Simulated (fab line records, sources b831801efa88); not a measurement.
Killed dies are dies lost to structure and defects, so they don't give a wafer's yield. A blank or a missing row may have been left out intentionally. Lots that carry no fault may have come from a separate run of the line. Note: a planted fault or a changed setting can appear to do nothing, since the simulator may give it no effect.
What tool caused it? / flow gf180mcu / 13 lots, 39 wafers sampled, at 4 steps of a route of 602

== WHAT THE GAUGES READ, wafer by wafer ==
GF_DUAL_GATE_THK_MEAS_03.
lot=L133; measured=day 7 16:35; on=filmMetro-03; DUAL_GATE_OXIDATION_00_THK (nm)=11.10 11.17 10.95
lot=L134; measured=day 7 21:56; on=filmMetro-03; DUAL_GATE_OXIDATION_00_THK (nm)=11.23 10.93 11.28
lot=L135; measured=day 8 04:53; on=filmMetro-03; DUAL_GATE_OXIDATION_00_THK (nm)=10.95 10.55 10.69
lot=L137; measured=day 8 18:37; on=filmMetro-03; DUAL_GATE_OXIDATION_00_THK (nm)=11.47 11.11 11.44
lot=L138; measured=day 9 02:36; on=filmMetro-04; DUAL_GATE_OXIDATION_00_THK (nm)=11.08 11.14 11.06
lot=L139; measured=day 9 07:14; on=filmMetro-04; DUAL_GATE_OXIDATION_00_THK (nm)=10.98 11.18 11.21
lot=L142; measured=day 10 04:12; on=filmMetro-01; DUAL_GATE_OXIDATION_00_THK (nm)=11.07 11.01 11.06
lot=L144; measured=day 10 18:32; on=filmMetro-01; DUAL_GATE_OXIDATION_00_THK (nm)=10.66 10.87 10.82
lot=L145; measured=day 10 22:14; on=filmMetro-04; DUAL_GATE_OXIDATION_00_THK (nm)=10.84 10.71 10.81
lot=L147; measured=day 11 13:47; on=filmMetro-04; DUAL_GATE_OXIDATION_00_THK (nm)=10.88 10.96 10.95
lot=L153; measured=day 13 05:38; on=filmMetro-04; DUAL_GATE_OXIDATION_00_THK (nm)=10.65 10.79 10.88
lot=L154; measured=day 13 13:28; on=filmMetro-03; DUAL_GATE_OXIDATION_00_THK (nm)=10.43 10.62 10.67
lot=L155; measured=day 13 20:11; on=filmMetro-04; DUAL_GATE_OXIDATION_00_THK (nm)=10.55 10.39 10.41

GF_HV_LDD_TW_MEAS_50.
lot=L133; measured=day 12 08:01; on=filmMetro-04; HV_LDD_4_TW=569 568 568
lot=L134; measured=day 12 16:17; on=filmMetro-01; HV_LDD_4_TW=560 561 561
lot=L135; measured=day 13 00:19; on=filmMetro-02; HV_LDD_4_TW=572 572 570
lot=L137; measured=day 13 19:49; on=filmMetro-01; HV_LDD_4_TW=562 561 564
lot=L138; measured=day 14 01:49; on=filmMetro-02; HV_LDD_4_TW=572 569 570
lot=L139; measured=day 14 07:10; on=filmMetro-02; HV_LDD_4_TW=570 574 573
lot=L142; measured=day 15 08:33; on=filmMetro-02; HV_LDD_4_TW=573 570 570
lot=L144; measured=day 16 03:16; on=filmMetro-04; HV_LDD_4_TW=572 572 571
lot=L145; measured=day 16 09:03; on=filmMetro-02; HV_LDD_4_TW=571 575 574
lot=L147; measured=day 17 02:19; on=filmMetro-01; HV_LDD_4_TW=561 565 561
lot=L153; measured=day 19 00:36; on=filmMetro-02; HV_LDD_4_TW=705 704 706
lot=L154; measured=day 19 11:17; on=filmMetro-02; HV_LDD_4_TW=706 705 706
lot=L155; measured=day 19 17:37; on=filmMetro-04; HV_LDD_4_TW=572 572 571

GF_PSD_TW_MEAS_11.
lot=L133; measured=day 14 03:34; on=filmMetro-03; PSD_TW=3122 3120 3126
lot=L134; measured=day 14 12:41; on=filmMetro-01; PSD_TW=3130 3122 3137
lot=L135; measured=day 14 21:10; on=filmMetro-01; PSD_TW=3148 3150 3133
lot=L137; measured=day 15 17:28; on=filmMetro-01; PSD_TW=3140 3149 3124
lot=L138; measured=day 15 23:37; on=filmMetro-01; PSD_TW=3142 3156 3170
lot=L139; measured=day 16 06:13; on=filmMetro-02; PSD_TW=3201 3200 3208
lot=L142; measured=day 17 08:13; on=filmMetro-03; PSD_TW=3135 3125 3130
lot=L144; measured=day 18 06:02; on=filmMetro-01; PSD_TW=3148 3154 3137
lot=L145; measured=day 18 10:25; on=filmMetro-02; PSD_TW=3189 3172 3184
lot=L147; measured=day 19 04:34; on=filmMetro-01; PSD_TW=3144 3132 3150
lot=L153; measured=day 21 05:00; on=filmMetro-01; PSD_TW=3139 3150 3137
lot=L154; measured=day 21 15:38; on=filmMetro-01; PSD_TW=3135 3133 3132
lot=L155; measured=day 21 21:23; on=filmMetro-03; PSD_TW=3140 3136 3125

== TOOL THAT RAN EACH LOT (tool first, then ch and the chambers of the sampled wafers, then the start) ==
lot=L133; GF_HV_LDD_IMPLANT_48=implanter-02 ch 0, day 12 07:45
lot=L134; GF_HV_LDD_IMPLANT_48=implanter-03 ch 0, day 12 16:05
lot=L135; GF_HV_LDD_IMPLANT_48=implanter-02 ch 0, day 13 00:05
lot=L137; GF_HV_LDD_IMPLANT_48=implanter-02 ch 0, day 13 19:35
lot=L138; GF_HV_LDD_IMPLANT_48=implanter-03 ch 0, day 14 01:35
lot=L139; GF_HV_LDD_IMPLANT_48=implanter-03 ch 0, day 14 06:56
lot=L142; GF_HV_LDD_IMPLANT_48=implanter-03 ch 0, day 15 08:19
lot=L144; GF_HV_LDD_IMPLANT_48=implanter-02 ch 0, day 16 03:03
lot=L145; GF_HV_LDD_IMPLANT_48=implanter-04 ch 0, day 16 08:48
lot=L147; GF_HV_LDD_IMPLANT_48=implanter-02 ch 0, day 17 02:05
lot=L153; GF_HV_LDD_IMPLANT_48=implanter-02 ch 0, day 19 00:22
lot=L154; GF_HV_LDD_IMPLANT_48=implanter-02 ch 0, day 19 11:02
lot=L155; GF_HV_LDD_IMPLANT_48=implanter-03 ch 0, day 19 17:24
- GF_HV_LDD_IMPLANT_48

== AS READ BY THE TOOLS THEMSELVES (means over the sampled wafers that have a number; for cases with no such wafer, the mark the record gives instead) ==
GF_HV_LDD_IMPLANT_48.
lot=L133 tool=implanter-02 doseIonsCm2=3e+13 faradayCurrentUA=170
lot=L134 tool=implanter-03 doseIonsCm2=3e+13 faradayCurrentUA=166
lot=L135 tool=implanter-02 doseIonsCm2=3e+13 faradayCurrentUA=170
lot=L137 tool=implanter-02 doseIonsCm2=3e+13 faradayCurrentUA=167
lot=L138 tool=implanter-03 doseIonsCm2=3e+13 faradayCurrentUA=168
lot=L139 tool=implanter-03 doseIonsCm2=3e+13 faradayCurrentUA=170
lot=L142 tool=implanter-03 doseIonsCm2=3e+13 faradayCurrentUA=170
lot=L144 tool=implanter-02 doseIonsCm2=3e+13 faradayCurrentUA=171
lot=L145 tool=implanter-04 doseIonsCm2=3e+13 faradayCurrentUA=175
lot=L147 tool=implanter-02 doseIonsCm2=3e+13 faradayCurrentUA=170
lot=L153 tool=implanter-02 doseIonsCm2=6e+13 faradayCurrentUA=330
lot=L154 tool=implanter-02 doseIonsCm2=6e+13 faradayCurrentUA=328
lot=L155 tool=implanter-03 doseIonsCm2=3e+13 faradayCurrentUA=172

== THE ANSWER, worked out from the rows above alone ==
Rule: what is usual is taken from the lots themselves. The widest of any qualifying gaps counts: lots, ordered by their means at a reading, are off when they make up no more than a third of the lots, leave a main group of 4 or more, and stand apart from it by 3 or more times the standard deviation of that group's means. If all means in a main group match to the digits the tables above print for the reading, that group is not used. A lot without any number at a reading at which 4 lots or more have one is off too. Where the step has rows for the other lots, those lots are counted as sound. First the gauges in route order, then the tools' own readings, where a lot's mean is used as printed above. The first step at which some lot is off is used, and at that step the reading that is off furthest; a lot without a number counts as furthest.
Off: L153, L154, at GF_HV_LDD_TW_MEAS_50 (HV_LDD_4_TW). The main group has a mean of 569 with a standard deviation of 4.4.
If a tool, at a process step before that reading, ran all the lots that are off and no sound lot after the first of them, it fits. The gauges at GF_HV_LDD_TW_MEAS_50 aren't tried: what is off there is off at GF_HV_LDD_IMPLANT_48 too, on other tools, and a gauge's error can't cause that. One fits: implanter-02 at GF_HV_LDD_IMPLANT_48. A fault onset in the window from L147 (day 17 02:05, its last sound lot) to L153 (day 19 00:22, its first lot off) fits.
The tool's own readings at GF_HV_LDD_IMPLANT_48 bear it out: on the lots that are off they differ by more than 5 times the standard deviation of the sound lots' means. doseIonsCm2 reads 6e+13 there against 3e+13 on the sound lots; faradayCurrentUA reads 329 there against 170 on the sound lots.

== WHAT HAD BEEN PUT IN BY THE SIMULATOR ==
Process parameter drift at GF_HV_LDD_IMPLANT_48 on implanter-02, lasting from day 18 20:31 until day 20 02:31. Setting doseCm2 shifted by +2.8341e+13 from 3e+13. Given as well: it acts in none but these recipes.
Struck lots among those shown: L153, L154. Same finding as the rule above.
